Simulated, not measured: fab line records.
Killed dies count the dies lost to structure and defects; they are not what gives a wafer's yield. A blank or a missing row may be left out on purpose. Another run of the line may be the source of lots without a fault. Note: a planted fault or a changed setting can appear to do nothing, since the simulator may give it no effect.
Problem report, 8D (eight disciplines) form, completed by code || flow sky130 || the parts of the form that need people (team, actions taken, sign-off) are left out

== 1. THE PROBLEM ==
SKY_VIA3_ETCH_15, oes product au: mean 0.906 a.u. over 1 wafer from 1 lot; wafers with no fault: 0.947 a.u., standard deviation 0.0053. Relative to the usual mean, that is a shift of -7.7 standard deviations.
The step: etches SiO2 in C4F8/O2/Ar, stops on TiN, target depth 507 nm, time 78 s.
Seen first at day 43 04:00 on rie diel-04, wafer L449.4. The record has a number at this step for 33 wafers belonging to 11 lots. The rule behind "out" and "out of limits": a value lying over 4 standard deviations away from the usual mean. Any other wafer with a number is counted as sound.

== 2. WHAT IT IS, WHAT IT ISN'T ==
{"question": "which readings at this step", "is": "oes product au", "is not": "-"}
{"question": "which lots", "is": "L449", "is not": "L438, L440, L442, L443, L444, L445, L446, L447, L450, L460"}
{"question": "which wafers of those lots", "is": "L449.4", "is not": "L449.3, L449.5"}
{"question": "read on which tools", "is": "rie diel-04", "is not": "rie diel-01"}
{"question": "when", "is": "from day 43 04:00", "is not": "up to then (26 sound wafers); but 6 sound wafers of L450, L460 came after"}

== 3. WHAT RULES OUT EACH SUSPECT ==
Counting: any tool at a process step up to the reading remains a suspect provided it ran every lot that is out. Sound lots after the first of them don't rule it out here, since some wafers of a struck lot are sound.
- plasma asher-01 at SKY_RES_PROTECT_STRIP_07 (strips in O2/N2): kept. It processed L449, the lot that is out, at day 19 13:38, and its most recent sound lot before then was L446 at day 18 06:11.
- cmp-01 at SKY_VIA3_CMP_02 (polishes SiO2): kept. It processed L449, the lot that is out, at day 42 05:01, and its most recent sound lot before then was L447 at day 41 10:57.
- rie diel-04 at SKY_VIA3_ETCH_15 (etches SiO2 in C4F8/O2/Ar, stops on TiN, target depth 507 nm, time 78 s): kept. It processed L449, the lot that is out, at day 43 04:00, and its most recent sound lot before then was L445 at day 42 02:45. Its own readings are out on those wafers: oes product au.
- The sound lot-mates ran in chamber 1 of cmp-01 at SKY_VIA3_CMP_02, but the wafers that are out ran in chamber 2.
- Within rie diel-04 at SKY_VIA3_ETCH_15: the wafers that are out ran in chamber 0; their sound lot-mates ran in chambers 1, 2.
The count leaves plasma asher-01 at SKY_RES_PROTECT_STRIP_07, cmp-01 at SKY_VIA3_CMP_02, and rie diel-04 at SKY_VIA3_ETCH_15.

== 4. THE CAUSE (what the simulator had put in) ==
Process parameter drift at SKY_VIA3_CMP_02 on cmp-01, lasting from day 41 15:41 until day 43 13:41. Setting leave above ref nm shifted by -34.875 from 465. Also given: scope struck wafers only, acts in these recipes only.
3 suspects survive the count, and this tool is in that group.

== 5. THE EFFECT CHAIN, in route order ==
Each row: a reading where the mean over the struck wafers with a number is more than 3 standard deviations away from the usual. Only readings whose record carries a usual standard deviation are examined. hours: median over the lots of the time between each lot's start at the first step of this table that gives one and its start at this step. sigmas: the change, counted in usual standard deviations.
{"hours": 0, "step": "SKY_VIA3_CMP_02", "reading": "retaining ring pressure frac", "usual": 1.000, "on struck wafers": 0.984, "change": -0.016, "sigmas": -3.0}
{"hours": 23, "step": "SKY_VIA3_ETCH_15", "reading": "oes product au", "usual": "0.947 a.u.", "on struck wafers": 0.906, "change": -0.041, "sigmas": -7.7}
It contains these process steps:
- SKY_VIA3_CMP_02: polishes SiO2.
- SKY_VIA3_ETCH_15: etches SiO2 in C4F8/O2/Ar, stops on TiN, target depth 507 nm, time 78 s.

== 6. HOW IT WOULD HAVE BEEN CAUGHT EARLIER ==
In this record no reading fell out of limits until day 43 04:00, 36 hours after the fault had begun at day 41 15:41.
An alarm limit of 4 standard deviations would not have fired on the tool readings at SKY_VIA3_CMP_02 for which the record gives a usual standard deviation, since none of them was out on any struck wafer.
The start of SKY_VIA3_CMP_02 on cmp-01 came by day 43 04:00 for every one of the lots that are out (1). Had the tool been put on hold then, not one of them would have been saved.
